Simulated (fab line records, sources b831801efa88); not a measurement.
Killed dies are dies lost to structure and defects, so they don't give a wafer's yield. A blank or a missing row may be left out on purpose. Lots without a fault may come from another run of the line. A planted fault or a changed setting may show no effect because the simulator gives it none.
One fault seen from 2 desks | flow sky130 | each desk has only its own numbers; what lay behind them comes last

THE TOOL OWNER'S DESK: cvd_w-02
The tool's own readings at SKY_VIA2_CVD_21 (deposits W, target thk 420 nm, time 126.4 s): means of the sampled wafers that have a number, for each lot that ran on this tool. A lot is out of limits, marked OUT, if its mean lies more than 4 standard deviations from the usual mean; the brackets give that distance.
Columns: A = heater_power_w at SKY_VIA2_CVD_21, usual 794 W
lot  | first seen here | A
L470 | day 37 10:09    | 803
L476 | day 39 14:00    | 824
L477 | day 39 17:45    | 825
L485 | day 43 11:24    | 833
L488 | day 43 13:52    | 821
L487 | day 43 19:50    | 818
This desk's finding: nothing out of limits on any of the 6 lots.

THE METROLOGY DESK
What the gauges read, lot by lot, whatever tool the lot ran on: means of the sampled wafers that have a number. A lot is out of limits, marked OUT, if its mean lies more than 4 standard deviations from the usual mean; the brackets give that distance.
Columns: A = METAL2_OVL at SKY_METAL2_OVL_MEAS_16, usual 1 nm; B = VIA2_W_RS at SKY_VIA2_RS_MEAS_22, usual 0.2724 ohm/sq; C = VIA2_W_THK at SKY_VIA2_THK_MEAS_23, usual 429 nm
lot  | first seen here | A   | B                | C
L468 | day 35 20:03    | -7  | 0.2701           | 429
L470 | day 36 05:27    | 5   | 0.2746           | 430
L471 | day 36 12:57    | 4   | 0.2717           | 434
L476 | day 38 09:54    | 8   | 0.1554 (-42) OUT | -
L477 | day 38 14:15    | 5   | 0.1542 (-42) OUT | -
L484 | day 41 17:46    | -0  | 0.2755           | 421
L486 | day 42 04:57    | -1  | 0.2742           | 435
L485 | day 42 11:02    | 4   | 0.2751           | 422
L488 | day 42 13:04    | -2  | 0.2757           | 434
L487 | day 42 19:08    | -10 | 0.2760           | 433
This desk's finding: out of limits on L476, L477; first on L476, day 39 14:08 (VIA2_W_RS at SKY_VIA2_RS_MEAS_22). In limits: L468, L470, L471, L484, L486, L485, L488, L487.

PUT TOGETHER
The metrology desk could have raised an alarm at day 39 14:08, on L476, L477.
The tool owner's desk saw nothing out of limits.
The tool owner's desk has L476, L477 on record, within its limits.
Of the lots named, all ran SKY_VIA2_CVD_21 on cvd_w-02.

WHAT THE SIMULATOR HAD PUT IN
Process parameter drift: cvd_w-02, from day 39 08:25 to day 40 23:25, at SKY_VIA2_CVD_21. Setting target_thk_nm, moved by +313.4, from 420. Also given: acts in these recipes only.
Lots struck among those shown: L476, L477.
Hours from the fault's start to each desk's first reading out of limits: the metrology desk, 6.
